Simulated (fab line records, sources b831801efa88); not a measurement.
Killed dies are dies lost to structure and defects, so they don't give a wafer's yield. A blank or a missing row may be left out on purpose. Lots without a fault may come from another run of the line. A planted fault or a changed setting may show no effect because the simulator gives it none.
Chamber matching | flow sky130 | SKY_METAL3_ETCH_17 on rie_diel-03: 4 sister chambers
The step etches SiO2 in C4F8/O2/Ar, stops on TiN, time 3.9 s, target depth 15 nm. 18 wafers are shown with their chamber, then 9 later ones without.

WAFERS WITH THEIR CHAMBER
wafer  | chamber | oes_product_au (a.u.)
L078.3 | 3       | 0.764
L078.5 | 3       | 0.752
L078.6 | 0       | 0.760
L079.1 | 1       | 0.754
L079.2 | 3       | 0.748
L079.3 | 2       | 0.743
L079.4 | 0       | 0.745
L079.5 | 2       | 0.762
L079.6 | 1       | 0.745
L082.1 | 2       | 0.759
L082.3 | 1       | 0.757
L082.5 | 1       | 0.763
L085.2 | 3       | 0.731
L085.3 | 0       | 0.746
L085.5 | 2       | 0.754
L087.1 | 3       | 0.746
L087.4 | 0       | 0.754
L087.5 | 0       | 0.756

SIGNATURES (means of the wafers above)
reading        | chamber 0 | chamber 1 | chamber 2 | chamber 3 | scatter within a chamber
oes_product_au | 0.75220   | 0.75475   | 0.75450   | 0.74820   | 0.00891
Rule: a wafer's distance from a chamber is the root of the sum, over the readings, of the square of ((its reading less the chamber's mean) divided by the reading's scatter). The wafer belongs to the nearest chamber; if the next one is less than 2 further off, it can't be placed. The scatter: the root of (the sum of the squares of (reading less its chamber's mean) over the shown wafers, divided by (wafers less chambers)).

WAFERS WITHOUT THEIR CHAMBER
wafer  | oes_product_au (a.u.)
L090.1 | 0.755
L090.3 | 0.746
L090.6 | 0.762
L091.1 | 0.754
L091.3 | 0.747
L091.4 | 0.750
L094.2 | 0.751
L094.4 | 0.757
L094.5 | 0.753

WHICH CHAMBER EACH WENT THROUGH
wafer  | from the rows above               | in truth
L090.1 | can't be placed: 1 or 2 or 0 or 3 | 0
L090.3 | can't be placed: 3 or 0 or 2 or 1 | 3
L090.6 | can't be placed: 1 or 2 or 0 or 3 | 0
L091.1 | can't be placed: 2 or 1 or 0 or 3 | 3
L091.3 | can't be placed: 3 or 0 or 2 or 1 | 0
L091.4 | can't be placed: 3 or 0 or 2 or 1 | 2
L094.2 | can't be placed: 0 or 3 or 2 or 1 | 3
L094.4 | can't be placed: 1 or 2 or 0 or 3 | 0
L094.5 | can't be placed: 0 or 2 or 1 or 3 | 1
Placed correctly: 0 of 9. Can't be placed from these rows: 9 (the true chamber is among the candidates in 9). Placed wrongly: 0.
